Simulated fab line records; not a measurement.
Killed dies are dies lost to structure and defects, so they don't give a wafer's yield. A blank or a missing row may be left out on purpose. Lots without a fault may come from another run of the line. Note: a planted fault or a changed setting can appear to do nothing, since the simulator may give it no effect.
fab line records || flow sky130
record {"lots": 13, "wafers": 39, "last-day": 50}
route steps=708 shown FIELD_ISO@29 SONOS_ONO@181 GATE_OXIDE@197 LI_CONTACT@364
lots untouched by any fault: they come from a run of this same line in which no faults occurred
start-h: hours from the record's first day to the start of the lot's first wafer shown || wait-h: time in hours since the lot's previous step || " unchanged from the row above || L1.1+2: several wafers, shown together as one row || - no value, or no start given || * or withheld: withheld || < > ~ a bound
route shown NAME@n: NAME is a module with steps in the file, n the number in the route of the first one || usual: mean and standard deviation over wafers with no fault || same: alike in all rows || chamber/n: place in a boat || sites: readings site by site || _std_site: their standard deviation || _edge_site: mean of outer sites minus mean of inner sites || radius-mm: how far each site lies from the wafer's centre || mask NAME#n: copy n || behind: the most recent tool/chamber to have shaped the wafer || hold: why the lot was held/for how many hours/how that ended || device: whichever transistor did not switch (one of n, p or np) || end of line: tests run on the same wafers once the route is complete || where a step has no rows: the recipe by itself || killed: count of dies lost to structure and defects at first sort (not the wafer's yield) || map: per-die view of a wafer (x killed, . not killed, _ where there is no die)
set.NAME: setting as actually run; set.NAME@STEP: the setting as run at that earlier step || model.NAME: the simulator's own value behind a step, which no gauge read
the route's steps for a sample of lots (tables are steps, rows are wafers)
services: when a tool's chamber went out of use (start-h, in hours from the record's first day, below 0 if earlier), for how many hours, and the reason
## steps
# step SKY_FIELD_ISO_WET_ETCH_28
# recipe {"chemistry": "dHF", "target-depth-nm": 23.7, "target": "SiO2", "dilution": "10:1", "temp-c": 25, "time-s": 47}
# usual {"run-length-s": "76/3.3"}
{"lot.wafer": "L994.3", "tool": "wet-bench-01", "chamber": 3, "start-h": 33.29, "wait-h": 0.2, "run-length-s": 74}
{"lot.wafer": "L994.4", "tool": "wet-bench-01", "chamber": 3, "start-h": 33.29, "wait-h": 0.2, "run-length-s": 74}
{"lot.wafer": "L994.5", "tool": "wet-bench-01", "chamber": 3, "start-h": 33.29, "wait-h": 0.2, "run-length-s": 74}
{"lot.wafer": "L995.3", "tool": "wet-bench-03", "chamber": 2, "start-h": 39.34, "wait-h": 0.2, "run-length-s": 75}
{"lot.wafer": "L995.4", "tool": "wet-bench-03", "chamber": 2, "start-h": 39.34, "wait-h": 0.2, "run-length-s": 75}
{"lot.wafer": "L995.6", "tool": "wet-bench-03", "chamber": 2, "start-h": 39.34, "wait-h": 0.2, "run-length-s": 75}
{"lot.wafer": "L996.1", "tool": "wet-bench-01", "chamber": 2, "start-h": 47.20, "wait-h": 0.2, "run-length-s": 81}
{"lot.wafer": "L996.2", "tool": "wet-bench-01", "chamber": 2, "start-h": 47.20, "wait-h": 0.2, "run-length-s": 81}
{"lot.wafer": "L996.3", "tool": "wet-bench-01", "chamber": 2, "start-h": 47.20, "wait-h": 0.2, "run-length-s": 81}
{"lot.wafer": "L997.2", "tool": "wet-bench-04", "chamber": 0, "start-h": 52.77, "wait-h": 0.2, "run-length-s": 79}
{"lot.wafer": "L997.4", "tool": "wet-bench-04", "chamber": 0, "start-h": 52.77, "wait-h": 0.2, "run-length-s": 79}
{"lot.wafer": "L997.5", "tool": "wet-bench-04", "chamber": 0, "start-h": 52.77, "wait-h": 0.2, "run-length-s": 79}
{"lot.wafer": "L998.2", "tool": "wet-bench-04", "chamber": 2, "start-h": 59.88, "wait-h": 0.2, "run-length-s": 74}
{"lot.wafer": "L998.3", "tool": "wet-bench-04", "chamber": 2, "start-h": 59.88, "wait-h": 0.2, "run-length-s": 74}
{"lot.wafer": "L998.4", "tool": "wet-bench-04", "chamber": 2, "start-h": 59.88, "wait-h": 0.2, "run-length-s": 74}
{"lot.wafer": "L999.4", "tool": "wet-bench-01", "chamber": 0, "start-h": 61.44, "wait-h": 0.2, "run-length-s": 80}
{"lot.wafer": "L999.5", "tool": "wet-bench-01", "chamber": 0, "start-h": 61.44, "wait-h": 0.2, "run-length-s": 80}
{"lot.wafer": "L999.6", "tool": "wet-bench-01", "chamber": 0, "start-h": 61.44, "wait-h": 0.2, "run-length-s": 80}
{"lot.wafer": "L100.2", "tool": "wet-bench-03", "chamber": 1, "start-h": 67.11, "wait-h": 0.2, "run-length-s": 74}
{"lot.wafer": "L100.5", "tool": "wet-bench-03", "chamber": 1, "start-h": 67.11, "wait-h": 0.2, "run-length-s": 74}
{"lot.wafer": "L100.6", "tool": "wet-bench-03", "chamber": 1, "start-h": 67.11, "wait-h": 0.2, "run-length-s": 74}
{"lot.wafer": "L101.2", "tool": "wet-bench-01", "chamber": 3, "start-h": 70.95, "wait-h": 0.2, "run-length-s": 74}
{"lot.wafer": "L101.4", "tool": "wet-bench-01", "chamber": 3, "start-h": 70.95, "wait-h": 0.2, "run-length-s": 74}
{"lot.wafer": "L101.6", "tool": "wet-bench-01", "chamber": 3, "start-h": 70.95, "wait-h": 0.2, "run-length-s": 74}
{"lot.wafer": "L102.3", "tool": "wet-bench-03", "chamber": 0, "start-h": 75.67, "wait-h": 0.2, "run-length-s": 80}
{"lot.wafer": "L102.5", "tool": "wet-bench-03", "chamber": 0, "start-h": 75.67, "wait-h": 0.2, "run-length-s": 80}
{"lot.wafer": "L102.6", "tool": "wet-bench-03", "chamber": 0, "start-h": 75.67, "wait-h": 0.2, "run-length-s": 80}
{"lot.wafer": "L110.1", "tool": "wet-bench-04", "chamber": 2, "start-h": 115.84, "wait-h": 0.1, "run-length-s": 93}
{"lot.wafer": "L110.3", "tool": "wet-bench-04", "chamber": 2, "start-h": 115.84, "wait-h": 0.1, "run-length-s": 93}
{"lot.wafer": "L110.5", "tool": "wet-bench-04", "chamber": 2, "start-h": 115.84, "wait-h": 0.1, "run-length-s": 93}
{"lot.wafer": "L113.2", "tool": "wet-bench-03", "chamber": 2, "start-h": 134.21, "wait-h": 0.2, "run-length-s": 74}
{"lot.wafer": "L113.4", "tool": "wet-bench-03", "chamber": 2, "start-h": 134.21, "wait-h": 0.2, "run-length-s": 74}
{"lot.wafer": "L113.6", "tool": "wet-bench-03", "chamber": 2, "start-h": 134.21, "wait-h": 0.2, "run-length-s": 74}
{"lot.wafer": "L115.2", "tool": "wet-bench-01", "chamber": 0, "start-h": 142.79, "wait-h": 0.2, "run-length-s": 71}
{"lot.wafer": "L115.5", "tool": "wet-bench-01", "chamber": 0, "start-h": 142.79, "wait-h": 0.2, "run-length-s": 71}
{"lot.wafer": "L115.6", "tool": "wet-bench-01", "chamber": 0, "start-h": 142.79, "wait-h": 0.2, "run-length-s": 71}
{"lot.wafer": "L117.1", "tool": "wet-bench-03", "chamber": 1, "start-h": 155.26, "wait-h": 0.1, "run-length-s": 80}
{"lot.wafer": "L117.5", "tool": "wet-bench-03", "chamber": 1, "start-h": 155.26, "wait-h": 0.1, "run-length-s": 80}
{"lot.wafer": "L117.6", "tool": "wet-bench-03", "chamber": 1, "start-h": 155.26, "wait-h": 0.1, "run-length-s": 80}
# step SKY_SONOS_ONO_CD_MEAS_13
# recipe {"target-cd-nm": 410}
# usual {"cd-nm": "410.5/2.5"}
{"lot.wafer": "L994.3", "tool": "cd-sem-01", "chamber": "-", "start-h": 276.44, "wait-h": 0.1, "cd-nm": 410.0}
{"lot.wafer": "L994.4", "tool": "cd-sem-01", "chamber": "-", "start-h": 276.44, "wait-h": 0.1, "cd-nm": 409.2}
{"lot.wafer": "L994.5", "tool": "cd-sem-01", "chamber": "-", "start-h": 276.44, "wait-h": 0.1, "cd-nm": 408.9}
{"lot.wafer": "L995.3", "tool": "cd-sem-02", "chamber": "-", "start-h": 286.10, "wait-h": 0.1, "cd-nm": 411.3}
{"lot.wafer": "L995.4", "tool": "cd-sem-02", "chamber": "-", "start-h": 286.10, "wait-h": 0.1, "cd-nm": 411.0}
{"lot.wafer": "L995.6", "tool": "cd-sem-02", "chamber": "-", "start-h": 286.10, "wait-h": 0.1, "cd-nm": 411.8}
{"lot.wafer": "L996.1", "tool": "cd-sem-01", "chamber": "-", "start-h": 303.70, "wait-h": 0.1, "cd-nm": 407.2}
{"lot.wafer": "L996.2", "tool": "cd-sem-01", "chamber": "-", "start-h": 303.70, "wait-h": 0.1, "cd-nm": 406.2}
{"lot.wafer": "L996.3", "tool": "cd-sem-01", "chamber": "-", "start-h": 303.70, "wait-h": 0.1, "cd-nm": 410.9}
{"lot.wafer": "L997.2", "tool": "cd-sem-01", "chamber": "-", "start-h": 315.07, "wait-h": 0.1, "cd-nm": 412.4}
{"lot.wafer": "L997.4", "tool": "cd-sem-01", "chamber": "-", "start-h": 315.07, "wait-h": 0.1, "cd-nm": 413.1}
{"lot.wafer": "L997.5", "tool": "cd-sem-01", "chamber": "-", "start-h": 315.07, "wait-h": 0.1, "cd-nm": 413.8}
{"lot.wafer": "L999.4", "tool": "cd-sem-02", "chamber": "-", "start-h": 322.86, "wait-h": 0.1, "cd-nm": 404.8}
{"lot.wafer": "L999.5", "tool": "cd-sem-02", "chamber": "-", "start-h": 322.86, "wait-h": 0.1, "cd-nm": 407.0}
{"lot.wafer": "L999.6", "tool": "cd-sem-02", "chamber": "-", "start-h": 322.86, "wait-h": 0.1, "cd-nm": 405.5}
{"lot.wafer": "L998.2", "tool": "cd-sem-01", "chamber": "-", "start-h": 323.42, "wait-h": 0.1, "cd-nm": 405.9}
{"lot.wafer": "L998.3", "tool": "cd-sem-01", "chamber": "-", "start-h": 323.42, "wait-h": 0.1, "cd-nm": 407.5}
{"lot.wafer": "L998.4", "tool": "cd-sem-01", "chamber": "-", "start-h": 323.42, "wait-h": 0.1, "cd-nm": 407.9}
{"lot.wafer": "L100.2", "tool": "cd-sem-02", "chamber": "-", "start-h": 330.03, "wait-h": 0.1, "cd-nm": 410.3}
{"lot.wafer": "L100.5", "tool": "cd-sem-02", "chamber": "-", "start-h": 330.03, "wait-h": 0.1, "cd-nm": 410.4}
{"lot.wafer": "L100.6", "tool": "cd-sem-02", "chamber": "-", "start-h": 330.03, "wait-h": 0.1, "cd-nm": 409.2}
{"lot.wafer": "L101.2", "tool": "cd-sem-02", "chamber": "-", "start-h": 345.73, "wait-h": 0.1, "cd-nm": 408.8}
{"lot.wafer": "L101.4", "tool": "cd-sem-02", "chamber": "-", "start-h": 345.73, "wait-h": 0.1, "cd-nm": 411.3}
{"lot.wafer": "L101.6", "tool": "cd-sem-02", "chamber": "-", "start-h": 345.73, "wait-h": 0.1, "cd-nm": 410.5}
{"lot.wafer": "L102.3", "tool": "cd-sem-01", "chamber": "-", "start-h": 347.77, "wait-h": 0.1, "cd-nm": 409.3}
{"lot.wafer": "L102.5", "tool": "cd-sem-01", "chamber": "-", "start-h": 347.77, "wait-h": 0.1, "cd-nm": 408.8}
{"lot.wafer": "L102.6", "tool": "cd-sem-01", "chamber": "-", "start-h": 347.77, "wait-h": 0.1, "cd-nm": 409.3}
{"lot.wafer": "L110.1", "tool": "cd-sem-01", "chamber": "-", "start-h": 411.93, "wait-h": 0.1, "cd-nm": 410.3}
{"lot.wafer": "L110.3", "tool": "cd-sem-01", "chamber": "-", "start-h": 411.93, "wait-h": 0.1, "cd-nm": 410.4}
{"lot.wafer": "L110.5", "tool": "cd-sem-01", "chamber": "-", "start-h": 411.93, "wait-h": 0.1, "cd-nm": 411.5}
{"lot.wafer": "L113.2", "tool": "cd-sem-01", "chamber": "-", "start-h": 436.43, "wait-h": 0.1, "cd-nm": 411.5}
{"lot.wafer": "L113.4", "tool": "cd-sem-01", "chamber": "-", "start-h": 436.43, "wait-h": 0.1, "cd-nm": 410.8}
{"lot.wafer": "L113.6", "tool": "cd-sem-01", "chamber": "-", "start-h": 436.43, "wait-h": 0.1, "cd-nm": 413.1}
{"lot.wafer": "L115.2", "tool": "cd-sem-02", "chamber": "-", "start-h": 449.92, "wait-h": 0.1, "cd-nm": 410.1}
{"lot.wafer": "L115.5", "tool": "cd-sem-02", "chamber": "-", "start-h": 449.92, "wait-h": 0.1, "cd-nm": 411.2}
{"lot.wafer": "L115.6", "tool": "cd-sem-02", "chamber": "-", "start-h": 449.92, "wait-h": 0.1, "cd-nm": 413.3}
{"lot.wafer": "L117.1", "tool": "cd-sem-01", "chamber": "-", "start-h": 472.81, "wait-h": 0.1, "cd-nm": 411.5}
{"lot.wafer": "L117.5", "tool": "cd-sem-01", "chamber": "-", "start-h": 472.81, "wait-h": 0.1, "cd-nm": 409.9}
{"lot.wafer": "L117.6", "tool": "cd-sem-01", "chamber": "-", "start-h": 472.81, "wait-h": 0.1, "cd-nm": 411.7}
# step SKY_GATE_OXIDE_OVL_MEAS_10
# usual {"GATE_OXIDE_OVL": "0.4/1.6"}
{"lot.wafer": "L994.3", "tool": "overlay-02", "chamber": "-", "start-h": 303.84, "wait-h": 0.1, "GATE_OXIDE_OVL[nm]": 1.8}
{"lot.wafer": "L994.4", "tool": "overlay-02", "chamber": "-", "start-h": 303.84, "wait-h": 0.1, "GATE_OXIDE_OVL[nm]": 3.4}
{"lot.wafer": "L994.5", "tool": "overlay-02", "chamber": "-", "start-h": 303.84, "wait-h": 0.1, "GATE_OXIDE_OVL[nm]": 1.6}
{"lot.wafer": "L995.3", "tool": "overlay-01", "chamber": "-", "start-h": 314.18, "wait-h": 0.1, "GATE_OXIDE_OVL[nm]": 3.1}
{"lot.wafer": "L995.4", "tool": "overlay-01", "chamber": "-", "start-h": 314.18, "wait-h": 0.1, "GATE_OXIDE_OVL[nm]": 3.2}
{"lot.wafer": "L995.6", "tool": "overlay-01", "chamber": "-", "start-h": 314.18, "wait-h": 0.1, "GATE_OXIDE_OVL[nm]": 2.2}
{"lot.wafer": "L996.1", "tool": "overlay-02", "chamber": "-", "start-h": 331.98, "wait-h": 0.1, "GATE_OXIDE_OVL[nm]": 2.0}
{"lot.wafer": "L996.2", "tool": "overlay-02", "chamber": "-", "start-h": 331.98, "wait-h": 0.1, "GATE_OXIDE_OVL[nm]": 3.6}
{"lot.wafer": "L996.3", "tool": "overlay-02", "chamber": "-", "start-h": 331.98, "wait-h": 0.1, "GATE_OXIDE_OVL[nm]": 0.8}
{"lot.wafer": "L997.2", "tool": "overlay-01", "chamber": "-", "start-h": 345.81, "wait-h": 0.1, "GATE_OXIDE_OVL[nm]": 0.8}
{"lot.wafer": "L997.4", "tool": "overlay-01", "chamber": "-", "start-h": 345.81, "wait-h": 0.1, "GATE_OXIDE_OVL[nm]": -0.5}
{"lot.wafer": "L997.5", "tool": "overlay-01", "chamber": "-", "start-h": 345.81, "wait-h": 0.1, "GATE_OXIDE_OVL[nm]": 1.2}
{"lot.wafer": "L999.4", "tool": "overlay-02", "chamber": "-", "start-h": 352.45, "wait-h": 0.1, "GATE_OXIDE_OVL[nm]": 0.0}
{"lot.wafer": "L999.5", "tool": "overlay-02", "chamber": "-", "start-h": 352.45, "wait-h": 0.1, "GATE_OXIDE_OVL[nm]": -2.3}
{"lot.wafer": "L999.6", "tool": "overlay-02", "chamber": "-", "start-h": 352.45, "wait-h": 0.1, "GATE_OXIDE_OVL[nm]": -2.2}
{"lot.wafer": "L998.2", "tool": "overlay-02", "chamber": "-", "start-h": 352.86, "wait-h": 0.1, "GATE_OXIDE_OVL[nm]": 0.8}
{"lot.wafer": "L998.3", "tool": "overlay-02", "chamber": "-", "start-h": 352.86, "wait-h": 0.1, "GATE_OXIDE_OVL[nm]": -0.3}
{"lot.wafer": "L998.4", "tool": "overlay-02", "chamber": "-", "start-h": 352.86, "wait-h": 0.1, "GATE_OXIDE_OVL[nm]": 0.6}
{"lot.wafer": "L100.2", "tool": "overlay-02", "chamber": "-", "start-h": 362.44, "wait-h": 0.1, "GATE_OXIDE_OVL[nm]": 1.3}
{"lot.wafer": "L100.5", "tool": "overlay-02", "chamber": "-", "start-h": 362.44, "wait-h": 0.1, "GATE_OXIDE_OVL[nm]": 2.2}
{"lot.wafer": "L100.6", "tool": "overlay-02", "chamber": "-", "start-h": 362.44, "wait-h": 0.1, "GATE_OXIDE_OVL[nm]": 3.0}
{"lot.wafer": "L101.2", "tool": "overlay-01", "chamber": "-", "start-h": 375.41, "wait-h": 0.1, "GATE_OXIDE_OVL[nm]": -1.9}
{"lot.wafer": "L101.4", "tool": "overlay-01", "chamber": "-", "start-h": 375.41, "wait-h": 0.1, "GATE_OXIDE_OVL[nm]": 0.6}
{"lot.wafer": "L101.6", "tool": "overlay-01", "chamber": "-", "start-h": 375.41, "wait-h": 0.1, "GATE_OXIDE_OVL[nm]": -0.4}
{"lot.wafer": "L102.3", "tool": "overlay-01", "chamber": "-", "start-h": 377.48, "wait-h": 0.1, "GATE_OXIDE_OVL[nm]": 2.1}
{"lot.wafer": "L102.5", "tool": "overlay-01", "chamber": "-", "start-h": 377.48, "wait-h": 0.1, "GATE_OXIDE_OVL[nm]": 0.8}
{"lot.wafer": "L102.6", "tool": "overlay-01", "chamber": "-", "start-h": 377.48, "wait-h": 0.1, "GATE_OXIDE_OVL[nm]": 0.8}
{"lot.wafer": "L110.1", "tool": "overlay-02", "chamber": "-", "start-h": 444.81, "wait-h": 0.1, "GATE_OXIDE_OVL[nm]": -3.8}
{"lot.wafer": "L110.3", "tool": "overlay-02", "chamber": "-", "start-h": 444.81, "wait-h": 0.1, "GATE_OXIDE_OVL[nm]": -2.6}
{"lot.wafer": "L110.5", "tool": "overlay-02", "chamber": "-", "start-h": 444.81, "wait-h": 0.1, "GATE_OXIDE_OVL[nm]": -2.5}
{"lot.wafer": "L113.2", "tool": "overlay-01", "chamber": "-", "start-h": 469.79, "wait-h": 0.1, "GATE_OXIDE_OVL[nm]": 2.5}
{"lot.wafer": "L113.4", "tool": "overlay-01", "chamber": "-", "start-h": 469.79, "wait-h": 0.1, "GATE_OXIDE_OVL[nm]": 0.4}
{"lot.wafer": "L113.6", "tool": "overlay-01", "chamber": "-", "start-h": 469.79, "wait-h": 0.1, "GATE_OXIDE_OVL[nm]": 1.3}
{"lot.wafer": "L115.2", "tool": "overlay-01", "chamber": "-", "start-h": 482.74, "wait-h": 0.1, "GATE_OXIDE_OVL[nm]": 0.1}
{"lot.wafer": "L115.5", "tool": "overlay-01", "chamber": "-", "start-h": 482.74, "wait-h": 0.1, "GATE_OXIDE_OVL[nm]": 0.7}
{"lot.wafer": "L115.6", "tool": "overlay-01", "chamber": "-", "start-h": 482.74, "wait-h": 0.1, "GATE_OXIDE_OVL[nm]": -1.0}
{"lot.wafer": "L117.1", "tool": "overlay-02", "chamber": "-", "start-h": 505.68, "wait-h": 0.1, "GATE_OXIDE_OVL[nm]": -1.7}
{"lot.wafer": "L117.5", "tool": "overlay-02", "chamber": "-", "start-h": 505.68, "wait-h": 0.1, "GATE_OXIDE_OVL[nm]": 3.2}
{"lot.wafer": "L117.6", "tool": "overlay-02", "chamber": "-", "start-h": 505.68, "wait-h": 0.1, "GATE_OXIDE_OVL[nm]": 2.3}
# step SKY_LI_CONTACT_CMP_02
# recipe {"material": "PSG", "down-force-psi": 4, "platen-rpm": 60, "pad-velocity-m-s": 0.94248}
# usual {"motor-current-A": "11.6/1.2", "time-to-endpoint-s": "32.4/2.6"}
{"lot.wafer": "L994.4", "tool": "cmp-02", "chamber": 1, "start-h": 642.41, "wait-h": 0.0, "motor-current-A": 12.0, "time-to-endpoint-s": 27.9}
{"lot.wafer": "L994.3", "tool": "cmp-02", "chamber": 3, "start-h": 642.41, "wait-h": 0.0, "motor-current-A": 12.0, "time-to-endpoint-s": 30.1}
{"lot.wafer": "L994.5", "tool": "cmp-02", "chamber": 1, "start-h": 642.41, "wait-h": 0.0, "motor-current-A": 11.2, "time-to-endpoint-s": 31.3}
{"lot.wafer": "L995.3", "tool": "cmp-01", "chamber": 2, "start-h": 654.54, "wait-h": 0.0, "motor-current-A": 13.6, "time-to-endpoint-s": 34.7}
{"lot.wafer": "L995.4", "tool": "cmp-01", "chamber": 1, "start-h": 654.54, "wait-h": 0.0, "motor-current-A": 10.2, "time-to-endpoint-s": 35.3}
{"lot.wafer": "L995.6", "tool": "cmp-01", "chamber": 2, "start-h": 654.54, "wait-h": 0.0, "motor-current-A": 12.5, "time-to-endpoint-s": 35.3}
{"lot.wafer": "L996.1", "tool": "cmp-01", "chamber": 3, "start-h": 677.08, "wait-h": 0.1, "motor-current-A": 12.1, "time-to-endpoint-s": 29.5}
{"lot.wafer": "L996.2", "tool": "cmp-01", "chamber": 1, "start-h": 677.08, "wait-h": 0.1, "motor-current-A": 10.0, "time-to-endpoint-s": 31.2}
{"lot.wafer": "L996.3", "tool": "cmp-01", "chamber": 2, "start-h": 677.08, "wait-h": 0.1, "motor-current-A": 12.5, "time-to-endpoint-s": 27.7}
{"lot.wafer": "L997.2", "tool": "cmp-01", "chamber": 2, "start-h": 687.21, "wait-h": 0.1, "motor-current-A": 12.9, "time-to-endpoint-s": 30.5}
{"lot.wafer": "L997.4", "tool": "cmp-01", "chamber": 0, "start-h": 687.21, "wait-h": 0.1, "motor-current-A": 10.0, "time-to-endpoint-s": 28.7}
{"lot.wafer": "L997.5", "tool": "cmp-01", "chamber": 2, "start-h": 687.21, "wait-h": 0.1, "motor-current-A": 13.1, "time-to-endpoint-s": 32.5}
{"lot.wafer": "L999.4", "tool": "cmp-02", "chamber": 3, "start-h": 691.81, "wait-h": 0.1, "motor-current-A": 12.1, "time-to-endpoint-s": 30.0}
{"lot.wafer": "L999.5", "tool": "cmp-02", "chamber": 1, "start-h": 691.81, "wait-h": 0.1, "motor-current-A": 12.0, "time-to-endpoint-s": 32.1}
{"lot.wafer": "L999.6", "tool": "cmp-02", "chamber": 2, "start-h": 691.81, "wait-h": 0.1, "motor-current-A": 12.7, "time-to-endpoint-s": 30.0}
{"lot.wafer": "L998.4", "tool": "cmp-02", "chamber": 3, "start-h": 697.17, "wait-h": 0.2, "motor-current-A": 12.5, "time-to-endpoint-s": 29.1}
{"lot.wafer": "L998.2", "tool": "cmp-02", "chamber": 0, "start-h": 697.17, "wait-h": 0.2, "motor-current-A": 12.1, "time-to-endpoint-s": 32.5}
{"lot.wafer": "L998.3", "tool": "cmp-02", "chamber": 1, "start-h": 697.17, "wait-h": 0.2, "motor-current-A": 11.6, "time-to-endpoint-s": 29.6}
{"lot.wafer": "L100.2", "tool": "cmp-01", "chamber": 0, "start-h": 704.74, "wait-h": 0.0, "motor-current-A": 9.8, "time-to-endpoint-s": 33.6}
{"lot.wafer": "L100.6", "tool": "cmp-01", "chamber": 0, "start-h": 704.74, "wait-h": 0.0, "motor-current-A": 9.4, "time-to-endpoint-s": 36.7}
{"lot.wafer": "L100.5", "tool": "cmp-01", "chamber": 1, "start-h": 704.74, "wait-h": 0.0, "motor-current-A": 9.4, "time-to-endpoint-s": 36.2}
{"lot.wafer": "L101.2", "tool": "cmp-01", "chamber": 0, "start-h": 717.84, "wait-h": 0.0, "motor-current-A": 9.6, "time-to-endpoint-s": 31.6}
{"lot.wafer": "L101.4", "tool": "cmp-01", "chamber": 3, "start-h": 717.84, "wait-h": 0.0, "motor-current-A": 12.6, "time-to-endpoint-s": 36.3}
{"lot.wafer": "L101.6", "tool": "cmp-01", "chamber": 0, "start-h": 717.84, "wait-h": 0.0, "motor-current-A": 9.3, "time-to-endpoint-s": 34.1}
{"lot.wafer": "L102.3", "tool": "cmp-02", "chamber": 2, "start-h": 719.61, "wait-h": 0.1, "motor-current-A": 12.6, "time-to-endpoint-s": 31.3}
{"lot.wafer": "L102.6", "tool": "cmp-02", "chamber": 0, "start-h": 719.61, "wait-h": 0.1, "motor-current-A": 11.8, "time-to-endpoint-s": 30.1}
{"lot.wafer": "L102.5", "tool": "cmp-02", "chamber": 1, "start-h": 719.61, "wait-h": 0.1, "motor-current-A": 11.7, "time-to-endpoint-s": 29.6}
{"lot.wafer": "L110.3", "tool": "cmp-02", "chamber": 3, "start-h": 780.34, "wait-h": 0.0, "motor-current-A": 12.3, "time-to-endpoint-s": 29.8}
{"lot.wafer": "L110.1", "tool": "cmp-02", "chamber": 1, "start-h": 780.34, "wait-h": 0.0, "motor-current-A": 11.7, "time-to-endpoint-s": 29.8}
{"lot.wafer": "L110.5", "tool": "cmp-02", "chamber": 0, "start-h": 780.34, "wait-h": 0.0, "motor-current-A": 11.8, "time-to-endpoint-s": 31.5}
{"lot.wafer": "L113.4", "tool": "cmp-01", "chamber": 0, "start-h": 798.86, "wait-h": 0.0, "motor-current-A": 9.9, "time-to-endpoint-s": 32.2}
{"lot.wafer": "L113.2", "tool": "cmp-01", "chamber": 3, "start-h": 798.86, "wait-h": 0.0, "motor-current-A": 12.4, "time-to-endpoint-s": 33.9}
{"lot.wafer": "L113.6", "tool": "cmp-01", "chamber": 0, "start-h": 798.86, "wait-h": 0.0, "motor-current-A": 9.9, "time-to-endpoint-s": 32.6}
{"lot.wafer": "L115.2", "tool": "cmp-01", "chamber": 0, "start-h": 809.18, "wait-h": 0.1, "motor-current-A": 9.6, "time-to-endpoint-s": 28.8}
{"lot.wafer": "L115.6", "tool": "cmp-01", "chamber": 3, "start-h": 809.18, "wait-h": 0.1, "motor-current-A": 12.9, "time-to-endpoint-s": 34.9}
{"lot.wafer": "L115.5", "tool": "cmp-01", "chamber": 0, "start-h": 809.18, "wait-h": 0.1, "motor-current-A": 10.0, "time-to-endpoint-s": 31.4}
{"lot.wafer": "L117.1", "tool": "cmp-01", "chamber": 0, "start-h": 828.04, "wait-h": 0.1, "motor-current-A": 9.8, "time-to-endpoint-s": 31.3}
{"lot.wafer": "L117.6", "tool": "cmp-01", "chamber": 2, "start-h": 828.04, "wait-h": 0.1, "motor-current-A": 12.7, "time-to-endpoint-s": 33.7}
{"lot.wafer": "L117.5", "tool": "cmp-01", "chamber": 3, "start-h": 828.04, "wait-h": 0.1, "motor-current-A": 12.9, "time-to-endpoint-s": 35.8}
## services
{"tool": "cmp-02", "chamber": "-", "start-h": 43.43, "hours": 1.3, "kind": "repair"}
{"tool": "cmp-01", "chamber": "-", "start-h": 60.39, "hours": 0.4, "kind": "repair"}
{"tool": "cmp-02", "chamber": "-", "start-h": 64.00, "hours": 4.0, "kind": "pm"}
{"tool": "cmp-02", "chamber": "-", "start-h": 77.90, "hours": 0.8, "kind": "repair"}
{"tool": "cmp-01", "chamber": "-", "start-h": 78.58, "hours": 33.0, "kind": "repair"}
{"tool": "cmp-02", "chamber": "-", "start-h": 113.84, "hours": 0.7, "kind": "repair"}
{"tool": "cmp-02", "chamber": "-", "start-h": 126.30, "hours": 27.3, "kind": "pm"}
{"tool": "cmp-02", "chamber": "-", "start-h": 159.21, "hours": 3.0, "kind": "pm"}
{"tool": "cmp-02", "chamber": "-", "start-h": 166.77, "hours": 1.2, "kind": "repair"}
{"tool": "cmp-02", "chamber": "-", "start-h": 176.69, "hours": 0.5, "kind": "repair"}
{"tool": "cmp-01", "chamber": "-", "start-h": 185.65, "hours": 4.2, "kind": "pm"}
{"tool": "wet-bench-01", "chamber": "-", "start-h": 185.87, "hours": 1.8, "kind": "repair"}
{"tool": "cmp-02", "chamber": "-", "start-h": 191.27, "hours": 0.4, "kind": "repair"}
{"tool": "cmp-01", "chamber": "-", "start-h": 222.93, "hours": 5.1, "kind": "pm"}
{"tool": "cmp-01", "chamber": "-", "start-h": 232.00, "hours": 4.0, "kind": "pm"}
{"tool": "cmp-02", "chamber": "-", "start-h": 263.23, "hours": 2.3, "kind": "repair"}
{"tool": "cmp-02", "chamber": "-", "start-h": 275.51, "hours": 5.0, "kind": "pm"}
{"tool": "cmp-01", "chamber": "-", "start-h": 344.33, "hours": 14.5, "kind": "pm"}
{"tool": "cmp-01", "chamber": "-", "start-h": 398.12, "hours": 2.8, "kind": "repair"}
{"tool": "cmp-01", "chamber": "-", "start-h": 513.38, "hours": 0.7, "kind": "repair"}
{"tool": "cmp-01", "chamber": "-", "start-h": 554.65, "hours": 5.9, "kind": "pm"}
{"tool": "cmp-01", "chamber": "-", "start-h": 567.15, "hours": 7.7, "kind": "repair"}
{"tool": "cmp-01", "chamber": "-", "start-h": 574.89, "hours": 4.0, "kind": "pm"}
{"tool": "cmp-01", "chamber": "-", "start-h": 587.84, "hours": 1.9, "kind": "repair"}
## key
first-sign {"step": "SKY_FIELD_ISO_WET_ETCH_28", "reading": "run-length-s", "direction": "up", "sigmas": 5.1, "usual": "*", "struck": "*"}
effect none on later readings
met-at SKY_FIELD_ISO_WET_ETCH_28
struck-lots L110
struck-wafers L110.1,L110.3,L110.5
tester-left-out L110
not-acting-at SKY_SONOS_ONO_CD_MEAS_13,SKY_GATE_OXIDE_OVL_MEAS_10,SKY_LI_CONTACT_CMP_02
onset-between 59.88 115.84
fault {"kind": "process-parameter-drift", "tool": "wet-bench-04", "chamber": 2, "onset-h": 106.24, "steps": "SKY_FIELD_ISO_WET_ETCH_28", "channel": "time-s", "offset": "*", "shape": "step", "end-h": 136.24, "acts-in": "*", "stated": "*"}
# tester-left-out: of these lots the tester's yield and bins aren't shown, on N5 and GAA mostly nor the transistor test; their killed dies are dies lost to structure and defects alone, not to doping, threshold or leakage, so they don't give the yield
